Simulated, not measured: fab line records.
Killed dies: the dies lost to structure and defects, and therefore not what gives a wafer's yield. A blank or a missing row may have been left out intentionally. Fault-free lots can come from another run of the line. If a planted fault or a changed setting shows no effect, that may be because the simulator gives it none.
A lot that was struck, set against a sound lot -- flow sky130 -- 16 out of 708 route steps
Sound: these wafers, L362.1, L362.5, L362.6. Wafers L364.1, L364.2, L364.5 were the ones struck. At the end, the cause is stated.
For every step that has rows: the tool of each side, followed by ch and its chambers, followed by its first start. Under that, the readings that differ: sound wafers -- struck wafers -- difference of the means -- sigmas: that difference in standard deviations of wafers without a fault.
alike: readings whose means differ by less than 2 such deviations, and words and numbers that are the same on both sides. not compared: withheld readings, readings that some wafer has no value for, bounds like >300 that may hide the same value, and numbers for which the record gives no deviation and whose values overlap.
A row with sigmas, a row that says differs or no value, or rows on one side alone: a step with any of these is where the two part. When numbers do not overlap yet have no deviation, they are printed without sigmas and do not part them. A reading missing from all wafers of one side parts the sides only when that side holds two or more wafers.

SKY_LI_CONTACT_CMP_02: polishes PSG.
  sound on cmp-01 ch 1,2,3, day 29 12:53; struck on cmp-01 ch 0,1, day 30 10:22
  alike: motorCurrentA, slurryFilterDpKPa, timeToEndpointS
SKY_LI_CONTACT_BOW_MEAS_03:
  sound on filmMetro-04, day 29 13:05; struck on filmMetro-04, day 30 10:40
  alike: LI_CONTACT_BOW
then, 8 steps without rows for these wafers: SKY_LI_CONTACT_DEHYDRATE_04 (time 60 s); SKY_LI_CONTACT_HMDS_05 (prime time 60 s); SKY_LI_CONTACT_COAT_06 (resist thk 60 nm); SKY_LI_CONTACT_COAT_07 (resist thk 450 nm); SKY_LI_CONTACT_SOFTBAKE_08 (time 90 s); SKY_LI_CONTACT_EXPOSE_09 (exposes mask LICM1, target cd 170 nm); SKY_LI_CONTACT_PEB_10; SKY_LI_CONTACT_DEVELOP_11 (develop time 60 s).
SKY_LI_CONTACT_CD_MEAS_12: the cd target is 170 nm.
  sound on cdSem-01, day 30 13:59; struck on cdSem-02, day 31 13:44
  alike: cdNm
SKY_LI_CONTACT_OVL_MEAS_13:
  sound on overlay-01, day 30 14:07; struck on overlay-02, day 31 13:52
  alike: LI_CONTACT_OVL
SKY_LI_CONTACT_ETCH_14: etches BARC in N2/H2, stops on SiO2, time 45.9 s, target depth 60 nm.
  sound on rieDiel-04 ch 1,2,3, day 30 14:09; struck on rieDiel-01 ch 1,3, day 31 13:54
reading,sound,struck,difference,sigmas
model.KrF-thick_of_LI_CONTACT_COAT_07.thkNm (nm),391.5 391.2 391.6,401.8 401.7 401.2,+10.1,
  alike: chamberPressureMTorr, drypumpMotorCurrentA, oesProductAu, throttleValvePct
  not compared: rfHoursCounterH
SKY_LI_CONTACT_ETCH_15: etches PSG in C4F8/O2/Ar, stops on Si, target depth 600 nm.
  sound on rieDiel-04 ch 1,2,3, day 30 14:11; struck on rieDiel-01 ch 1,3, day 31 13:56
reading,sound,struck,difference,sigmas
model.KrF-thick_of_LI_CONTACT_COAT_07.thkNm (nm),230.1 229.2 229.5,237.8 236.3 236.2,+7.2,
  alike: chamberPressureMTorr, oesProductAu
SKY_LI_CONTACT_STRIP_16: strips in O2/N2.
  sound on plasmaAsher-04 ch 0,1, day 30 14:17; struck on plasmaAsher-03 ch 0,1, day 31 14:02
reading,sound,struck,difference,sigmas
stripTimeToEndpointS (s),3.47 3.47 3.47,3.56 3.55 3.54,+0.08,+2
  alike: chamberPressureMTorr, drypumpMotorCurrentA, oesProductAu
  not compared: rfHoursCounterH
-- here the record skips 16 days between the struck wafers' starts before and after, leaving off in module LI_CONTACT and picking up in module PAD_OPEN (first step shown: number 708 of the route) --
SKY_PAD_OPEN_PROBE_99:
  record: rows for the struck wafers here (prober-02, day 47 07:54), none for the sound ones

== WHERE THEY PART ==
At SKY_LI_CONTACT_STRIP_16 first; at SKY_PAD_OPEN_PROBE_99 last (within this record only).

WHY: the cause the simulator had injected
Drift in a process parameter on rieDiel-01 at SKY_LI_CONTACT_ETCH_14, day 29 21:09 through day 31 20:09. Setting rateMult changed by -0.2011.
